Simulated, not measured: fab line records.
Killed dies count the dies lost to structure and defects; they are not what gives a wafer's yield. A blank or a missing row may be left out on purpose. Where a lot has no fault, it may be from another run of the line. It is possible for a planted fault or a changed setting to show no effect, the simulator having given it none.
Matching of chambers | flow sky130 | SKY_LI_CONTACT_ETCH_15 on rie-diel-01: 4 sister chambers
The step etches PSG in C4F8/O2/Ar, stops on Si, target depth 600 nm. 4 wafers are shown with their chamber, then 12 later ones without.

## WAFERS, EACH WITH ITS CHAMBER
wafer  | chamber | oes-product-au (a.u.)
L084.3 | 2       | 0.841
L090.1 | 1       | 0.838
L090.2 | 0       | 0.838
L090.3 | 3       | 0.834

## WAFERS MISSING THEIR CHAMBER
wafer  | oes-product-au (a.u.)
L090.4 | 0.837
L090.5 | 0.841
L090.6 | 0.836
L091.1 | 0.829
L091.3 | 0.839
L091.6 | 0.833
L094.1 | 0.835
L094.4 | 0.831
L094.6 | 0.842
L095.2 | 0.838
L095.5 | 0.843
L095.6 | 0.835

## THE CHAMBER EACH PASSED THROUGH
wafer  | from the rows above               | in truth
L090.4 | can't be placed: 0 or 1 or 3 or 2 | 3
L090.5 | can't be placed: 2 or 0 or 1      | 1
L090.6 | can't be placed: 0 or 1 or 3 or 2 | 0
L091.1 | 3                                 | 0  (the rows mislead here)
L091.3 | can't be placed: 0 or 1 or 2      | 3
L091.6 | 3                                 | 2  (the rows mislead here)
L094.1 | can't be placed: 3 or 0 or 1      | 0
L094.4 | 3                                 | 3
L094.6 | can't be placed: 2 or 0 or 1      | 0
L095.2 | can't be placed: 0 or 1 or 2      | 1
L095.5 | can't be placed: 2 or 0 or 1      | 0
L095.6 | can't be placed: 3 or 0 or 1      | 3
Correct placement for 1 of the 12. Cannot be placed on the basis of these rows: 9; the candidates contain the true chamber in 8. 2 placed wrongly.
How it was worked out, from the rows above alone: a wafer's distance from a chamber is the root of the sum, over the readings, of the square of ((its reading less the chamber's mean) divided by the reading's scatter). If the next closest chamber is less than 2 further off than the closest, the wafer can't be placed; otherwise it belongs to the closest. The mean given for a chamber averages the wafers shown for that chamber. The scatter (one wafer shown for each chamber): square how far every hidden wafer sits from the nearest shown wafer, average those squares and take the square root.
